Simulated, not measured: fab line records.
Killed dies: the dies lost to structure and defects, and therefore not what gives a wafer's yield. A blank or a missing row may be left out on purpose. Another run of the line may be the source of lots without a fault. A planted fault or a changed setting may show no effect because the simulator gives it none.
Which tool did it? :: flow sfq line :: 13 lots, 39 wafers sampled, at 5 steps of a route of 325

## WHAT THE GAUGES SHOWED, per wafer
SFQ_I4_OVL_MEAS_928. Usual: for I4_OVL the level is 1 nm and the standard deviation is 5.2.
lot: L773
measured: day 40 01:43
on: overlay-02
I4_OVL (nm): -4 13 7
flag: 

lot: L774
measured: day 40 11:20
on: overlay-02
I4_OVL (nm): -2 8 -4
flag: 

lot: L775
measured: day 40 19:44
on: overlay-01
I4_OVL (nm): 5 -4 1
flag: 

lot: L776
measured: day 41 07:43
on: overlay-02
I4_OVL (nm): 4 2 4
flag: 

lot: L777
measured: day 42 08:56
on: overlay-02
I4_OVL (nm): 0 3 5
flag: 

lot: L778
measured: day 42 16:07
on: overlay-02
I4_OVL (nm): -6 -3 0
flag: 

lot: L779
measured: day 43 00:31
on: overlay-02
I4_OVL (nm): 5 0 -1
flag: 

lot: L780
measured: day 43 16:14
on: overlay-02
I4_OVL (nm): 1 5 1
flag: 

lot: L782
measured: day 44 05:25
on: overlay-02
I4_OVL (nm): 8 10 4
flag: 

lot: L789
measured: day 46 11:16
on: overlay-01
I4_OVL (nm): -2 -2 0
flag: 

lot: L793
measured: day 48 01:10
on: overlay-02
I4_OVL (nm): -2 -2 9
flag: 

lot: L794
measured: day 48 02:22
on: overlay-02
I4_OVL (nm): 8 8 3
flag: 

lot: L796
measured: day 48 11:59
on: overlay-02
I4_OVL (nm): 3 -4 -8
flag: 

SFQ_M7_RS_MEAS_943: measures by four-point-probe. Usual: for M7_NB_RS the level is 0.895 ohm/sq and the standard deviation is 0.012.
lot: L773
measured: day 62 08:12
on: film metro-02
M7_NB_RS (ohm/sq): 0.905 0.910 0.913
flag: 

lot: L774
measured: day 62 15:25
on: film metro-04
M7_NB_RS (ohm/sq): 0.892 0.893 0.900
flag: 

lot: L775
measured: day 62 22:37
on: film metro-02
M7_NB_RS (ohm/sq): 0.898 0.899 0.908
flag: 

lot: L776
measured: day 63 10:36
on: film metro-04
M7_NB_RS (ohm/sq): 0.895 0.891 0.899
flag: 

lot: L777
measured: day 63 22:38
on: film metro-04
M7_NB_RS (ohm/sq): 0.888 0.858 0.892
flag: 

lot: L778
measured: day 64 04:36
on: film metro-01
M7_NB_RS (ohm/sq): 0.903 0.895 0.891
flag: 

lot: L779
measured: day 64 14:12
on: film metro-01
M7_NB_RS (ohm/sq): 0.908 0.908 0.911
flag: 

lot: L780
measured: day 65 01:02
on: film metro-01
M7_NB_RS (ohm/sq): 0.894 0.893 0.892
flag: 

lot: L782
measured: day 65 18:43
on: film metro-04
M7_NB_RS (ohm/sq): 0.896 0.894 0.900
flag: 

lot: L789
measured: day 66 23:52
on: film metro-01
M7_NB_RS (ohm/sq): 0.887 0.894 0.602 0.887 0.890 0.602
flag: OFF

lot: L793
measured: day 67 16:08
on: film metro-02
M7_NB_RS (ohm/sq): 0.883 0.896 0.892
flag: 

lot: L794
measured: day 67 17:20
on: film metro-04
M7_NB_RS (ohm/sq): 0.891 0.874 0.878
flag: 

lot: L796
measured: day 68 02:58
on: film metro-01
M7_NB_RS (ohm/sq): 0.883 0.884 0.875
flag: 

## TOOL THAT RAN EACH LOT (tool first, then ch and the chambers of the sampled wafers, then the start)
lot: L773
SFQ_TRILAYER_M5_ETCH_METAL_ETCH_126: rie metal-01 ch 0,1, day 45 01:33
SFQ_TRILAYER_R5_DEP_SPUTTER_134: pvd sputter-05, day 48 02:29
SFQ_TRILAYER_M7_DEP_SPUTTER_175: pvd sputter-04, day 62 08:07

lot: L774
SFQ_TRILAYER_M5_ETCH_METAL_ETCH_126: rie metal-02 ch 1, day 45 12:21
SFQ_TRILAYER_R5_DEP_SPUTTER_134: pvd sputter-03, day 48 12:47
SFQ_TRILAYER_M7_DEP_SPUTTER_175: pvd sputter-05, day 62 15:19

lot: L775
SFQ_TRILAYER_M5_ETCH_METAL_ETCH_126: rie metal-03 ch 0,1, day 45 20:45
SFQ_TRILAYER_R5_DEP_SPUTTER_134: pvd sputter-04, day 48 21:47
SFQ_TRILAYER_M7_DEP_SPUTTER_175: pvd sputter-05, day 62 22:31

lot: L776
SFQ_TRILAYER_M5_ETCH_METAL_ETCH_126: rie metal-03 ch 0,1, day 46 05:09
SFQ_TRILAYER_R5_DEP_SPUTTER_134: pvd sputter-03, day 49 06:55
SFQ_TRILAYER_M7_DEP_SPUTTER_175: pvd sputter-05, day 63 10:31

lot: L777
SFQ_TRILAYER_M5_ETCH_METAL_ETCH_126: rie metal-01 ch 0,1, day 47 08:49
SFQ_TRILAYER_R5_DEP_SPUTTER_134: pvd sputter-03, day 50 07:01
SFQ_TRILAYER_M7_DEP_SPUTTER_175: pvd sputter-06, day 63 22:31

lot: L778
SFQ_TRILAYER_M5_ETCH_METAL_ETCH_126: rie metal-02 ch 0, day 47 18:21
SFQ_TRILAYER_R5_DEP_SPUTTER_134: pvd sputter-03, day 50 19:01
SFQ_TRILAYER_M7_DEP_SPUTTER_175: pvd sputter-04, day 64 04:31

lot: L779
SFQ_TRILAYER_M5_ETCH_METAL_ETCH_126: rie metal-03 ch 0,1, day 48 08:45
SFQ_TRILAYER_R5_DEP_SPUTTER_134: pvd sputter-05, day 51 05:40
SFQ_TRILAYER_M7_DEP_SPUTTER_175: pvd sputter-04, day 64 14:07

lot: L780
SFQ_TRILAYER_M5_ETCH_METAL_ETCH_126: rie metal-02 ch 0,1, day 48 17:13
SFQ_TRILAYER_R5_DEP_SPUTTER_134: pvd sputter-03, day 51 16:01
SFQ_TRILAYER_M7_DEP_SPUTTER_175: pvd sputter-04, day 65 00:55

lot: L782
SFQ_TRILAYER_M5_ETCH_METAL_ETCH_126: rie metal-01 ch 0,1, day 49 12:21
SFQ_TRILAYER_R5_DEP_SPUTTER_134: pvd sputter-03, day 52 08:40
SFQ_TRILAYER_M7_DEP_SPUTTER_175: pvd sputter-04, day 65 18:38

lot: L789
SFQ_TRILAYER_M5_ETCH_METAL_ETCH_126: rie metal-03 ch 0,1, day 51 07:21
SFQ_TRILAYER_R5_DEP_SPUTTER_134: pvd sputter-05, day 54 00:40
SFQ_TRILAYER_M7_DEP_SPUTTER_175: pvd sputter-05, day 66 23:47

lot: L793
SFQ_TRILAYER_M5_ETCH_METAL_ETCH_126: rie metal-03 ch 0, day 52 17:21
SFQ_TRILAYER_R5_DEP_SPUTTER_134: pvd sputter-05, day 55 02:59
SFQ_TRILAYER_M7_DEP_SPUTTER_175: pvd sputter-06, day 67 16:02

lot: L794
SFQ_TRILAYER_M5_ETCH_METAL_ETCH_126: rie metal-01 ch 0,1, day 52 18:29
SFQ_TRILAYER_R5_DEP_SPUTTER_134: pvd sputter-04, day 55 03:50
SFQ_TRILAYER_M7_DEP_SPUTTER_175: pvd sputter-06, day 67 17:14

lot: L796
SFQ_TRILAYER_M5_ETCH_METAL_ETCH_126: rie metal-02 ch 0,1, day 53 04:10
SFQ_TRILAYER_R5_DEP_SPUTTER_134: pvd sputter-03, day 55 12:56
SFQ_TRILAYER_M7_DEP_SPUTTER_175: pvd sputter-04, day 68 02:50
- SFQ_TRILAYER_M5_ETCH_METAL_ETCH_126: etches Nb in Cl2/BCl3, stops on SiO2, time 203.2 s, target depth 265 nm.
- SFQ_TRILAYER_R5_DEP_SPUTTER_134: material Ti, target thk 5 nm, time 5 s.
- SFQ_TRILAYER_M7_DEP_SPUTTER_175: material Nb, target thk 200 nm, time 133.3 s.

## AS READ BY THE TOOLS THEMSELVES (means over the sampled wafers that have a number; for cases with no such wafer, the mark the record gives instead)
SFQ_TRILAYER_M5_ETCH_METAL_ETCH_126. Usual: drypump motor current A 6.0 A, standard deviation 0.34; oes product au 0.730 a.u., standard deviation 0.0065.
lot: L773
tool: rie metal-01
drypump motor current A (A): 6.3
oes product au (a.u.): 0.727
flag: 

lot: L774
tool: rie metal-02
drypump motor current A (A): 5.7
oes product au (a.u.): 0.726
flag: 

lot: L775
tool: rie metal-03
drypump motor current A (A): 6.4
oes product au (a.u.): 0.725
flag: 

lot: L776
tool: rie metal-03
drypump motor current A (A): 6.4
oes product au (a.u.): 0.728
flag: 

lot: L777
tool: rie metal-01
drypump motor current A (A): 6.2
oes product au (a.u.): 0.738
flag: 

lot: L778
tool: rie metal-02
drypump motor current A (A): 5.6
oes product au (a.u.): 0.738
flag: 

lot: L779
tool: rie metal-03
drypump motor current A (A): 6.1
oes product au (a.u.): 0.739
flag: 

lot: L780
tool: rie metal-02
drypump motor current A (A): 5.7
oes product au (a.u.): 0.723
flag: 

lot: L782
tool: rie metal-01
drypump motor current A (A): 6.2
oes product au (a.u.): 0.736
flag: 

lot: L789
tool: rie metal-03
drypump motor current A (A): 6.4
oes product au (a.u.): 0.729
flag: 

lot: L793
tool: rie metal-03
drypump motor current A (A): 5.9
oes product au (a.u.): 0.731
flag: 

lot: L794
tool: rie metal-01
drypump motor current A (A): 6.2
oes product au (a.u.): 0.735
flag: 

lot: L796
tool: rie metal-02
drypump motor current A (A): 5.7
oes product au (a.u.): 0.732
flag: 

SFQ_TRILAYER_R5_DEP_SPUTTER_134. Usual: throttle valve pct at 30.2 %, with a standard deviation of 0.7.
lot: L773
tool: pvd sputter-05
throttle valve pct (%): 30.2
flag: 

lot: L774
tool: pvd sputter-03
throttle valve pct (%): 30.2
flag: 

lot: L775
tool: pvd sputter-04
throttle valve pct (%): 29.8
flag: 

lot: L776
tool: pvd sputter-03
throttle valve pct (%): 30.8
flag: 

lot: L777
tool: pvd sputter-03
throttle valve pct (%): 31.1
flag: 

lot: L778
tool: pvd sputter-03
throttle valve pct (%): 29.8
flag: 

lot: L779
tool: pvd sputter-05
throttle valve pct (%): 29.9
flag: 

lot: L780
tool: pvd sputter-03
throttle valve pct (%): 30.0
flag: 

lot: L782
tool: pvd sputter-03
throttle valve pct (%): 30.5
flag: 

lot: L789
tool: pvd sputter-05
throttle valve pct (%): 30.1
flag: 

lot: L793
tool: pvd sputter-05
throttle valve pct (%): 30.0
flag: 

lot: L794
tool: pvd sputter-04
throttle valve pct (%): 29.6
flag: 

lot: L796
tool: pvd sputter-03
throttle valve pct (%): 31.0
flag: 

SFQ_TRILAYER_M7_DEP_SPUTTER_175. Usual: throttle valve pct at 29.6 %, with a standard deviation of 0.67.
lot: L773
tool: pvd sputter-04
throttle valve pct (%): 29.9
flag: 

lot: L774
tool: pvd sputter-05
throttle valve pct (%): 29.9
flag: 

lot: L775
tool: pvd sputter-05
throttle valve pct (%): 30.0
flag: 

lot: L776
tool: pvd sputter-05
throttle valve pct (%): 30.0
flag: 

lot: L777
tool: pvd sputter-06
throttle valve pct (%): 28.9
flag: 

lot: L778
tool: pvd sputter-04
throttle valve pct (%): 29.3
flag: 

lot: L779
tool: pvd sputter-04
throttle valve pct (%): 29.6
flag: 

lot: L780
tool: pvd sputter-04
throttle valve pct (%): 30.4
flag: 

lot: L782
tool: pvd sputter-04
throttle valve pct (%): 30.2
flag: 

lot: L789
tool: pvd sputter-05
throttle valve pct (%): 30.0
flag: 

lot: L793
tool: pvd sputter-06
throttle valve pct (%): 29.7
flag: 

lot: L794
tool: pvd sputter-06
throttle valve pct (%): 29.7
flag: 

lot: L796
tool: pvd sputter-04
throttle valve pct (%): 29.7
flag: 

## THE ANSWER, worked out from the rows above alone
Rule: a lot counts as off when the mean over its wafers that have a number is more than 3 standard deviations away from the usual mean. Also off: a lot with no number at a reading for which 4 or more lots have one. Where the step has rows for the other lots, those lots are counted as sound. Order of review: gauges by route order, followed by the tools' own readings, for which a lot's mean as printed above is used. The first step at which some lot is off is used, and at that step the reading that is off furthest; a lot without a number counts as furthest.
Off: at SFQ_M7_RS_MEAS_943 (M7_NB_RS), L789.
If a tool, at a process step before that reading, ran all the lots that are off and no sound lot after the first of them, it fits. Gauges at SFQ_M7_RS_MEAS_943: tried the same way as those tools. One fits: SFQ_TRILAYER_M7_DEP_SPUTTER_175 on pvd sputter-05. Its last sound lot is L776 (day 63 10:31), its first lot that is off L789 (day 66 23:47): a fault that began between those two fits.

## WHAT THE SIMULATOR PUT IN
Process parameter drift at SFQ_TRILAYER_M7_DEP_SPUTTER_175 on pvd sputter-05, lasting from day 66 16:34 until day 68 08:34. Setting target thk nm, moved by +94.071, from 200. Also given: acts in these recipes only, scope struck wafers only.
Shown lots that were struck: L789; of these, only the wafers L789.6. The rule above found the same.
